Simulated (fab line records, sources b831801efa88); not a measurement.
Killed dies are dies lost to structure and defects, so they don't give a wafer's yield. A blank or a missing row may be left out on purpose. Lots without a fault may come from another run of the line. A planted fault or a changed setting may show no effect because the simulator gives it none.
fab line records | flow sfq_line
record lots=15 wafers=45 last_day=86
route steps=325 shown M0@29
lots that met no fault: from a run of the same line without faults
start_h: hours from the record's first day to the start of the lot's first wafer shown | wait_h: hours since the lot's step before | " the same as in the row above | L1.1+2: a row that stands for several wafers | - no value, or no start given | * or withheld: withheld | < > ~ a bound
route shown NAME@n: a module of which the file shows steps, and the number in the route of the first | usual: mean/standard deviation of fault-free wafers | same: alike in all rows | chamber/n: place in a boat | sites: the reading at each site | _std_site: their standard deviation | _edge_site: outer sites' mean less inner sites' | radius_mm: how far each site lies from the wafer's centre | mask NAME#n: copy n | behind: the tool/chamber that last shaped the wafer | hold: why the lot was held/for how many hours/how that ended | device: the transistor (n, p or np) that didn't switch | end of line: the same wafers' tests at the end of the route | a step without rows: its recipe alone | killed: dies lost to structure and defects at the first sort, not the wafer's yield | map: a wafer's dies, x killed, . not, _ none there
set.NAME: the setting as run; set.NAME@STEP: as run at that earlier step | model.NAME: the simulator's own value behind a step, which no gauge read
steps of the route over a sample of lots; a table a step, a row a wafer
services: from which hour (start_h, from the record's first day; less than 0 if before it) a tool's chamber was out of use, for how many hours, and why
## steps
# step SFQ_TRILAYER_M0_DEP_SPUTTER_019
# recipe material=Nb base_pressure_pa=1.33e-06 chamber_pressure_pa=0.1333 substrate_temp_c=20 resputter_cathode_voltage_v=400 target_thk_nm=200 power_w=2000 time_s=133.3
# usual base_pressure_pa=1.32e-06/7.5e-08 cathode_dc_power_W=2000.0/0.37 throttle_valve_pct=29.3/0.96
# columns lot.wafer tool chamber start_h wait_h base_pressure_pa cathode_dc_power_W throttle_valve_pct
L823.1 pvd_sputter-04 - 142.75 0.0 1.34e-06 1999.9 31.2
L823.2 " - " " 1.26e-06 1999.9 27.6
L823.3 " - " " 1.38e-06 2000.3 29.9
L824.2 pvd_sputter-05 - 154.15 0.0 1.46e-06 1999.5 29.8
L824.4 " - " " 1.37e-06 2000.0 29.8
L824.6 " - " " 1.29e-06 1999.7 29.0
L825.1 pvd_sputter-06 - 158.13 0.0 1.33e-06 2000.2 29.8
L825.2 " - " " 1.27e-06 2000.7 29.4
L825.4 " - " " 1.18e-06 1999.6 30.2
L826.1 pvd_sputter-05 - 175.14 0.0 1.47e-06 2000.5 29.8
L826.3 " - " " 1.35e-06 2000.0 29.9
L826.6 " - " " 1.42e-06 1999.5 29.5
L828.1 pvd_sputter-06 - 190.97 0.0 1.27e-06 1999.8 29.8
L828.3 " - " " 1.24e-06 1999.7 29.2
L828.4 " - " " 1.28e-06 2000.0 27.8
L829.1 pvd_sputter-06 - 194.57 0.0 1.34e-06 1999.8 29.6
L829.3 " - " " 1.31e-06 2000.1 30.1
L829.5 " - " " 1.23e-06 2000.7 29.6
L832.1 pvd_sputter-06 - 206.38 0.0 - - -
L832.2 " - " " - - -
L832.3 " - " " - - -
L833.2 pvd_sputter-05 - 211.18 0.0 - - -
L833.3 " - " " - - -
L833.6 " - " " - - -
L834.2 pvd_sputter-06 - 216.58 0.0 - - -
L834.3 " - " " - - -
L834.4 " - " " - - -
L839.2 pvd_sputter-05 - 272.09 0.0 1.37e-06 1999.7 28.6
L839.3 " - " " 1.29e-06 2000.3 28.6
L839.5 " - " " 1.2e-06 1999.6 28.6
L842.3 pvd_sputter-04 - 298.32 0.0 1.38e-06 1999.9 27.8
L842.4 " - " " 1.36e-06 1999.8 29.9
L842.6 " - " " 1.34e-06 2000.2 31.0
L843.1 pvd_sputter-04 - 310.32 0.0 1.32e-06 1999.6 29.9
L843.2 " - " " 1.27e-06 2000.0 30.9
L843.5 " - " " 1.35e-06 1999.3 27.6
L844.1 pvd_sputter-05 - 322.04 0.0 1.36e-06 2000.2 28.7
L844.2 " - " " 1.35e-06 2000.2 28.7
L844.3 " - " " 1.31e-06 2000.0 29.6
L845.2 pvd_sputter-05 - 326.84 0.0 1.25e-06 2000.0 28.6
L845.4 " - " " 1.31e-06 1999.9 29.6
L845.5 " - " " 1.4e-06 1999.5 29.7
L846.2 pvd_sputter-05 - 334.04 0.0 1.07e-06 1999.9 29.9
L846.3 " - " " 1.24e-06 2000.0 28.5
L846.6 " - " " 1.19e-06 2000.4 28.8
# step SFQ_M0_RS_MEAS_904
# recipe thk_meas_gauge=four-point-probe reads=Nb_of_TRILAYER_M0_DEP_SPUTTER_019
# usual M0_NB_RS=0.889/0.012
# columns lot.wafer tool chamber start_h wait_h M0_NB_RS[ohm/sq]
L823.1 film_metro-02 - 142.84 0.0 0.884
L823.2 " - " " 0.888
L823.3 " - " " 0.896
L824.2 film_metro-02 - 154.27 0.1 0.863
L824.4 " - " " 0.878
L824.6 " - " " 0.870
L825.1 film_metro-01 - 158.22 0.0 0.899
L825.2 " - " " 0.884
L825.4 " - " " 0.885
L826.1 film_metro-02 - 175.24 0.0 0.893
L826.3 " - " " 0.868
L826.6 " - " " 0.897
L828.1 film_metro-03 - 191.06 0.0 0.914
L828.3 " - " " 0.911
L828.4 " - " " 0.896
L829.1 film_metro-02 - 194.66 0.0 0.895
L829.3 " - " " 0.882
L829.5 " - " " 0.893
L832.1 film_metro-01 - 206.47 0.0 -
L832.2 " - " " -
L832.3 " - " " -
L833.2 film_metro-03 - 211.29 0.1 -
L833.3 " - " " -
L833.6 " - " " -
L834.2 film_metro-03 - 216.69 0.1 -
L834.3 " - " " -
L834.4 " - " " -
L839.2 film_metro-02 - 272.21 0.1 0.885
L839.3 " - " " 0.877
L839.5 " - " " 0.881
L842.3 film_metro-02 - 298.45 0.1 0.888
L842.4 " - " " 0.892
L842.6 " - " " 0.880
L843.1 film_metro-01 - 310.41 0.0 0.888
L843.2 " - " " 0.881
L843.5 " - " " 0.890
L844.1 film_metro-03 - 322.13 0.0 0.884
L844.2 " - " " 0.870
L844.3 " - " " 0.869
L845.2 film_metro-03 - 326.95 0.1 0.885
L845.4 " - " " 0.876
L845.5 " - " " 0.876
L846.2 film_metro-02 - 334.15 0.1 0.879
L846.3 " - " " 0.871
L846.6 " - " " 0.878
# step SFQ_TRILAYER_M0_ETCH_METAL_ETCH_024
# recipe target=Nb stop_on=SiO2 mask_material=PR chemistry=Cl2/Ar target_depth_nm=240 icp_w=600 bias_w=80 pressure_mtorr=10 time_s=120
# usual drypump_motor_current_A=5.8/0.47 oes_product_au=0.894/0.0078
# columns lot.wafer tool chamber start_h wait_h drypump_motor_current_A oes_product_au rf_hours_counter_h
L823.1 rie_metal-03 1 233.04 0.1 6.5 0.898 99
L823.2 " 1 " " 6.5 0.895 -
L823.3 " 1 " " 6.5 0.886 -
L824.2 rie_metal-03 1 247.39 0.0 6.6 0.908 102
L824.4 " 0 " " 6.2 0.891 -
L824.6 " 0 " " 6.2 0.895 -
L825.1 rie_metal-02 0 254.01 0.0 5.4 0.886 53
L825.2 " 1 " " 6.2 0.894 79
L825.4 " 1 " " 6.2 0.899 -
L826.1 rie_metal-01 1 274.93 0.1 5.3 0.896 3
L826.3 " 1 " " 5.3 0.912 -
L826.6 " 1 " " 5.3 0.902 -
L828.1 rie_metal-03 1 293.89 0.0 6.6 0.881 110
L828.3 " 1 " " 6.6 0.886 -
L828.4 " 0 " " 6.2 0.890 -
L829.1 rie_metal-01 1 301.09 0.0 5.3 0.890 9
L829.3 " 1 " " 5.3 0.904 -
L829.5 " 0 " " 5.6 0.890 -
L832.1 rie_metal-02 0 322.41 0.0 5.4 0.387 64
L832.2 " 1 " " 6.2 0.377 90
L832.3 " 0 " " 5.4 0.375 -
L833.2 rie_metal-01 0 327.21 0.0 5.6 0.377 180
L833.3 " 0 " " 5.6 0.376 -
L833.6 " 0 " " 5.6 0.373 -
L834.2 rie_metal-03 0 336.54 0.0 6.2 0.366 14
L834.3 " 1 " " 6.6 0.372 -
L834.4 " 0 " " 6.2 0.372 -
L839.2 rie_metal-02 1 400.51 0.0 6.2 0.898 99
L839.3 " 0 " " 5.4 0.907 -
L839.5 " 1 " " 6.2 0.898 -
L842.3 rie_metal-02 0 430.56 0.1 5.4 0.897 -
L842.4 " 1 " " 6.2 0.894 -
L842.6 " 1 " " 6.2 0.903 -
L843.1 rie_metal-01 0 450.22 0.1 5.6 0.893 9
L843.2 " 0 " " 5.6 0.898 -
L843.5 " 0 " " 5.6 0.891 -
L844.1 rie_metal-02 1 464.68 0.0 6.2 0.897 108
L844.2 " 0 " " 5.4 0.906 82
L844.3 " 1 " " 6.2 0.908 -
L845.2 rie_metal-02 0 469.48 0.0 5.4 0.896 83
L845.4 " 0 " " 5.4 0.911 -
L845.5 " 0 " " 5.4 0.899 -
L846.2 rie_metal-01 1 477.88 0.0 5.3 0.908 29
L846.3 " 1 " " 5.3 0.898 -
L846.6 " 0 " " 5.6 0.902 -
## services
# columns tool chamber start_h hours kind
rie_metal-02 - 120.02 2.8 pm
pvd_sputter-04 - 152.05 9.4 repair
rie_metal-03 0 162.99 43.4 repair
pvd_sputter-05 - 167.07 6.3 repair
rie_metal-02 0 190.11 6.2 repair
rie_metal-01 1 194.26 33.8 repair
pvd_sputter-05 - 213.45 18.4 repair
pvd_sputter-05 - 223.96 4.4 repair
rie_metal-01 1 228.77 14.7 repair
rie_metal-01 - 238.92 0.2 repair
rie_metal-01 1 243.47 - clean
rie_metal-01 1 243.47 16.6 scheduled_down
rie_metal-01 1 243.47 16.6 vent_cycle
pvd_sputter-05 - 246.98 3.1 repair
rie_metal-01 - 254.95 3.6 repair
rie_metal-01 0 258.46 30.1 repair
pvd_sputter-06 2 267.68 - consumable_replace:kit
pvd_sputter-06 2 267.68 18.0 scheduled_down
pvd_sputter-06 2 267.68 18.0 vent_cycle
pvd_sputter-05 - 317.41 4.2 repair
rie_metal-03 1 366.45 10.0 repair
pvd_sputter-04 - 407.24 5.6 repair
pvd_sputter-04 - 440.38 5.1 repair
rie_metal-03 - 456.07 0.9 repair
## key
first_sign step=SFQ_TRILAYER_M0_DEP_SPUTTER_019 reading=tool_record direction=missing
effect step=SFQ_M0_RS_MEAS_904 reading=M0_NB_RS direction=missing
effect step=SFQ_TRILAYER_M0_ETCH_METAL_ETCH_024 reading=oes_product_au direction=down sigmas=67 usual=0.894 struck=0.375
met_at SFQ_TRILAYER_M0_DEP_SPUTTER_019
struck_lots L832,L833,L834
onset_between 194.57 206.38
fault kind=skipped_step_whole tool=pvd_sputter-05,pvd_sputter-06 chamber=- onset_h=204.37 steps=SFQ_TRILAYER_M0_DEP_SPUTTER_019 scope=struck_lots_only
